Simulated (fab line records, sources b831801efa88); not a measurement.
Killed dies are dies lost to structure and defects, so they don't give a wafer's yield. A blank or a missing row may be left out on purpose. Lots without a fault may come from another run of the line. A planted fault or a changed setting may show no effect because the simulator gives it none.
A struck lot beside a sound one | flow sky130 | 16 steps out of a route of 708
Sound: wafers L753.1, L753.3, L753.5. Struck: wafers L740.2, L740.4, L740.6. The cause comes at the end.
At each step with rows: each side's tool, then ch and its chambers, then its first start. Under that, the readings that differ: sound wafers | struck wafers | difference of the means | sigmas: that difference in standard deviations of wafers without a fault.
alike: readings whose means differ by less than 2 such deviations, and words and numbers that are the same on both sides. not compared: withheld readings, readings that some wafer has no value for, bounds like >300 that may hide the same value, and numbers for which the record gives no deviation and whose values overlap.
The two part at a step that has a row with sigmas, a row that says differs or no value, or rows on one side only. Numbers that don't overlap but have no deviation are shown without sigmas and don't part them. A reading that every wafer of one side lacks parts them only if that side has two wafers or more.

first, 1 step without rows for these wafers: SKY_FIELD_ISO_CVD_03 (deposits Si3N4 from DCS/NH3, target thk 165 nm, time 2830 s).
SKY_FIELD_ISO_THK_MEAS_04:
  sound on film_metro-02, day 5 18:28; struck on film_metro-01, day 3 04:59
  alike: FIELD_ISO_CVD_03_THK
then, 8 steps without rows for these wafers: SKY_FIELD_ISO_DEHYDRATE_05 (time 60 s); SKY_FIELD_ISO_HMDS_06 (prime time 60 s); SKY_FIELD_ISO_COAT_07 (resist thk 60 nm); SKY_FIELD_ISO_COAT_08 (resist thk 450 nm); SKY_FIELD_ISO_SOFTBAKE_09 (time 90 s); SKY_FIELD_ISO_EXPOSE_10 (exposes mask FOM, target cd 150 nm); SKY_FIELD_ISO_PEB_11; SKY_FIELD_ISO_DEVELOP_12 (develop time 60 s).
SKY_FIELD_ISO_CD_MEAS_13: target cd 150 nm.
  sound on cd_sem-01, day 6 13:08; struck on cd_sem-02, day 3 20:25
  alike: cd_nm
SKY_FIELD_ISO_ETCH_14: etches BARC in N2/H2, stops on SiO2, time 46.75 s, target depth 60 nm.
  sound on rie_diel-01 ch 0,3, day 6 13:15; struck on rie_diel-01 ch 0,2, day 3 20:31
  alike: chamber_pressure_mTorr, drypump_motor_current_A, oes_product_au, throttle_valve_pct
  not compared: rf_hours_counter_h
SKY_FIELD_ISO_ETCH_15: etches the open film in CHF3/O2, stops on Si, target depth 180 nm, time 72 s.
  sound on rie_diel-01 ch 0,3, day 6 13:17; struck on rie_diel-01 ch 0,2, day 3 20:34
  no value came back on the struck wafers for any of 5 readings (O2_flow_sccm (sccm), bias_w (W) and others); on the sound wafers O2_flow_sccm (sccm) reads 4.992 5.002 5.008
  reading                                          | sound             | struck          | difference | sigmas
  model.KrF-thick_of_FIELD_ISO_COAT_08.thk_nm (nm) | 232.6 241.9 232.4 | 392 391.1 391.8 | +156       |
  not compared: rf_hours_counter_h
SKY_FIELD_ISO_STRIP_16: strips in O2/N2.
  sound on plasma_asher-01 ch 0,1, day 6 13:21; struck on plasma_asher-01 ch 0, day 3 20:37
  reading                      | sound             | struck            | difference | sigmas
  oes_product_au (a.u.)        | 0.371 0.376 0.368 | 0.449 0.446 0.443 | +0.074     | +13
  strip_time_to_endpoint_s (s) | 3.52 3.60 3.49    | 5.19 5.18 5.18    | +1.65      | +43
  alike: drypump_motor_current_A
  not compared: rf_hours_counter_h
SKY_FIELD_ISO_ETCH_17: etches Si in HBr/Cl2/O2, target depth 342 nm, time 97.7 s.
  sound on rie_si-01 ch 0,1,3, day 6 13:27; struck on rie_si-02 ch 1,3, day 3 20:43
  alike: HBr_flow_sccm, O2_flow_sccm, drypump_motor_current_A, mfc_cl2_sccm, oes_product_au, throttle_valve_pct
  not compared: rf_hours_counter_h
-- the record jumps here: 44 days lie between the struck wafers' starts before and after (it left off in module FIELD_ISO and takes up again in module PAD_OPEN, whose first step shown is number 708 of the route) --
SKY_PAD_OPEN_PROBE_99:
  sound on prober-02, day 50 18:26; struck on prober-01, day 48 00:55
  reading             | sound    | struck      | difference | sigmas
  killed_at_front_end | 14 14 15 | 430 424 425 | +412       | +99 or more
  killed_dies         | 84 86 89 | 492 492 492 | +406       | +46
  killed_on_rim       | 9 18 17  | 96 96 96    | +81        | +22
  alike: killed_at_M0_to_M3, killed_at_M4_up, killed_at_contacts, killed_at_other, killed_open, killed_short

WHERE THEY PART
First at SKY_FIELD_ISO_ETCH_15; last, within this record, at SKY_PAD_OPEN_PROBE_99.

WHY: what the simulator had put in
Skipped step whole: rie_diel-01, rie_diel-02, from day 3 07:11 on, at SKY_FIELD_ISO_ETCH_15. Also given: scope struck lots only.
